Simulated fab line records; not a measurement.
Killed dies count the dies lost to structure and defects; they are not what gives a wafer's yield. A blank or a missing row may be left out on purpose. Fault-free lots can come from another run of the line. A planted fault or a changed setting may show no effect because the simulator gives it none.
Which tool did it? | flow gf180mcu | 13 lots, 39 wafers sampled, at 6 steps of a route of 602

WHAT THE GAUGES SHOWED, per wafer
GF_CONTACT_THK_MEAS_03.
lot  | measured     | on            | CONTACT_CVD_02_THK (nm)
L176 | day 15 03:30 | film-metro-03 | 851 858 858
L177 | day 15 07:24 | film-metro-04 | 856 853 851
L178 | day 15 17:19 | film-metro-01 | 843 840 854
L179 | day 16 02:47 | film-metro-04 | 852 848 862
L180 | day 16 10:28 | film-metro-03 | 855 841 867
L182 | day 17 04:01 | film-metro-01 | 837 879 848
L185 | day 18 08:13 | film-metro-03 | 850 830 853
L186 | day 19 02:10 | film-metro-03 | 843 850 854
L191 | day 21 04:39 | film-metro-01 | 309 320 319
L193 | day 21 09:41 | film-metro-04 | 328 328 341
L194 | day 21 13:08 | film-metro-01 | 834 851 858
L198 | day 23 00:47 | film-metro-01 | 842 849 863
L199 | day 23 10:43 | film-metro-04 | 835 859 868

GF_V2_THK_MEAS_01.
lot  | measured     | on            | V2_CVD_00_THK (nm)
L176 | day 19 05:23 | film-metro-03 | 595 586 600
L177 | day 19 08:53 | film-metro-04 | 613 601 605
L178 | day 19 20:15 | film-metro-01 | 611 598 611
L179 | day 20 06:23 | film-metro-01 | 586 592 588
L180 | day 20 14:12 | film-metro-04 | 601 609 611
L182 | day 21 09:07 | film-metro-01 | 603 611 620
L185 | day 22 13:26 | film-metro-03 | 592 584 602
L186 | day 23 07:50 | film-metro-03 | 601 620 605
L191 | day 25 05:47 | film-metro-04 | 603 597 612
L193 | day 25 10:22 | film-metro-04 | 615 599 608
L194 | day 25 12:53 | film-metro-03 | 595 609 596
L198 | day 26 21:23 | film-metro-01 | 596 592 592
L199 | day 27 07:36 | film-metro-01 | 611 612 603

GF_V2_BOW_MEAS_05.
lot  | measured     | on            | V2_BOW (um)
L176 | day 19 05:53 | film-metro-03 | 110 94 95
L177 | day 19 09:22 | film-metro-04 | 88 104 97
L178 | day 19 20:44 | film-metro-03 | 102 96 107
L179 | day 20 06:52 | film-metro-01 | 97 100 92
L180 | day 20 14:43 | film-metro-01 | 106 101 105
L182 | day 21 09:37 | film-metro-01 | 105 114 107
L185 | day 22 13:56 | film-metro-01 | 105 102 106
L186 | day 23 08:19 | film-metro-01 | 98 89 106
L191 | day 25 06:16 | film-metro-03 | 95 90 100
L193 | day 25 10:52 | film-metro-04 | 83 81 85
L194 | day 25 13:24 | film-metro-04 | 99 103 108
L198 | day 26 21:53 | film-metro-03 | 99 102 110
L199 | day 27 08:07 | film-metro-01 | 95 98 95

WHAT TOOL EACH LOT RAN ON (gives the tool, then ch and the chambers of the sampled wafers, and finally the start)
lot  | GF_SAB_ETCH_11                     | GF_CONTACT_CVD_02               | GF_CONTACT_ETCH_17
L176 | rie-diel-01 ch 0,1, day 15 02:28   | pecvd-01 ch 0,2, day 15 03:26   | rie-diel-04 ch 2,3, day 19 05:23 or earlier
L177 | rie-diel-01 ch 0,1,3, day 15 06:21 | pecvd-01 ch 0,1,2, day 15 07:20 | rie-diel-02 ch 0,1, day 19 08:53 or earlier
L178 | rie-diel-04 ch 1,3, day 15 16:15   | pecvd-04 ch 0,1,2, day 15 17:14 | rie-diel-02 ch 0,2,3, day 19 20:15 or earlier
L179 | rie-diel-01 ch 0,2,3, day 16 01:44 | pecvd-04 ch 1,2, day 16 02:43   | rie-diel-04 ch 0,1,3, day 20 06:23 or earlier
L180 | rie-diel-04 ch 1,3, day 16 09:24   | pecvd-02 ch 0,1, day 16 10:22   | rie-diel-02 ch 0,1, day 20 14:12 or earlier
L182 | rie-diel-03 ch 0,2, day 17 02:58   | pecvd-02 ch 0,1, day 17 03:56   | rie-diel-01 ch 0,3, day 21 09:07 or earlier
L185 | rie-diel-04 ch 0,3, day 18 07:10   | pecvd-02 ch 0,1, day 18 08:08   | rie-diel-04 ch 0,2,3, day 22 13:26 or earlier
L186 | rie-diel-03 ch 0,3, day 19 01:06   | pecvd-02 ch 0,2, day 19 02:06   | rie-diel-01 ch 0,1,3, day 23 07:50 or earlier
L191 | rie-diel-01 ch 0,1,2, day 21 03:37 | pecvd-02 ch 0,1,2, day 21 04:35 | rie-diel-01 ch 1,2,3, day 25 05:47 or earlier
L193 | rie-diel-03 ch 0,1,2, day 21 08:39 | pecvd-02 ch 0,1, day 21 09:37   | rie-diel-01 ch 0,2,3, day 25 10:22 or earlier
L194 | rie-diel-03 ch 0,2,3, day 21 12:03 | pecvd-04 ch 1,2, day 21 13:03   | rie-diel-02 ch 1,2,3, day 25 12:53 or earlier
L198 | rie-diel-03 ch 2,3, day 22 23:44   | pecvd-04 ch 0,2, day 23 00:43   | rie-diel-02 ch 0,1,3, day 26 21:23 or earlier
L199 | rie-diel-01 ch 0,3, day 23 09:39   | pecvd-04 ch 0,1,2, day 23 10:37 | rie-diel-01 ch 0,2,3, day 27 07:36 or earlier
- GF_SAB_ETCH_11: etches SiO2 in C4F8/O2/Ar, target depth 55 nm, time 8.5 s.
- GF_CONTACT_CVD_02: deposits SiO2 from TEOS, target thk 860 nm, time 95.992 s.
- GF_CONTACT_ETCH_17: etches SiO2 in C4F8/O2/Ar, stops on CoSi2, target depth 860 nm.

WHAT THE TOOLS THEMSELVES READ (means of the sampled wafers that have a number; where no wafer has one, the mark that the record gives instead)
GF_SAB_ETCH_11.
lot  | tool        | oes-product-au (a.u.)
L176 | rie-diel-01 | 0.979
L177 | rie-diel-01 | 0.993
L178 | rie-diel-04 | 0.996
L179 | rie-diel-01 | 0.982
L180 | rie-diel-04 | 1.002
L182 | rie-diel-03 | 1.000
L185 | rie-diel-04 | 1.017
L186 | rie-diel-03 | 1.003
L191 | rie-diel-01 | 0.999
L193 | rie-diel-03 | 0.997
L194 | rie-diel-03 | 1.005
L198 | rie-diel-03 | 1.006
L199 | rie-diel-01 | 1.000

GF_CONTACT_CVD_02.
lot  | tool     | heater-power-w (W)
L176 | pecvd-01 | 654
L177 | pecvd-01 | 606
L178 | pecvd-04 | 667
L179 | pecvd-04 | 633
L180 | pecvd-02 | 667
L182 | pecvd-02 | 681
L185 | pecvd-02 | 681
L186 | pecvd-02 | 696
L191 | pecvd-02 | 683
L193 | pecvd-02 | 653
L194 | pecvd-04 | 606
L198 | pecvd-04 | 678
L199 | pecvd-04 | 612

GF_CONTACT_ETCH_17.
lot  | tool        | oes-product-au (a.u.)
L176 | rie-diel-04 | 0.811
L177 | rie-diel-02 | 0.819
L178 | rie-diel-02 | 0.815
L179 | rie-diel-04 | 0.818
L180 | rie-diel-02 | 0.816
L182 | rie-diel-01 | 0.815
L185 | rie-diel-04 | 0.817
L186 | rie-diel-01 | 0.815
L191 | rie-diel-01 | 0.690
L193 | rie-diel-01 | 0.700
L194 | rie-diel-02 | 0.811
L198 | rie-diel-02 | 0.815
L199 | rie-diel-01 | 0.814

THE ANSWER, worked out from the rows above alone
Rule: what is usual is taken from the lots themselves. The widest of any qualifying gaps counts: lots, ordered by their means at a reading, are off when they make up no more than a third of the lots, leave a main group of 4 or more, and stand apart from it by 3 or more times the standard deviation of that group's means. If all means in a main group match to the digits the tables above print for the reading, that group is not used. A lot without any number at a reading at which 4 lots or more have one is off too. All remaining lots with rows at the step are treated as sound. Order of review: gauges by route order, followed by the tools' own readings, for which a lot's mean as printed above is used. The first step at which some lot is off is used, and at that step the reading that is off furthest; a lot without a number counts as furthest.
Off: at GF_CONTACT_THK_MEAS_03 (CONTACT_CVD_02_THK), L191, L193. The main group: mean 851 nm, standard deviation 3.8.
If a tool, at a process step before that reading, ran all the lots that are off and no sound lot after the first of them, it fits. The gauges at GF_CONTACT_THK_MEAS_03 aren't tried: what is off there is off at GF_CONTACT_ETCH_17 too, on other tools, and a gauge's error can't cause that. One fits: GF_CONTACT_CVD_02 on pecvd-02. Its last sound lot is L186 (day 19 02:06), its first lot that is off L191 (day 21 04:35): a fault that began between those two fits.

WHAT HAD BEEN PUT IN BY THE SIMULATOR
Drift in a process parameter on pecvd-02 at GF_CONTACT_CVD_02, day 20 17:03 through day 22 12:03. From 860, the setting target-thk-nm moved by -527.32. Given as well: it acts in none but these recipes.
Lots struck among those shown: L191, L193. This agrees with what the rule above found.
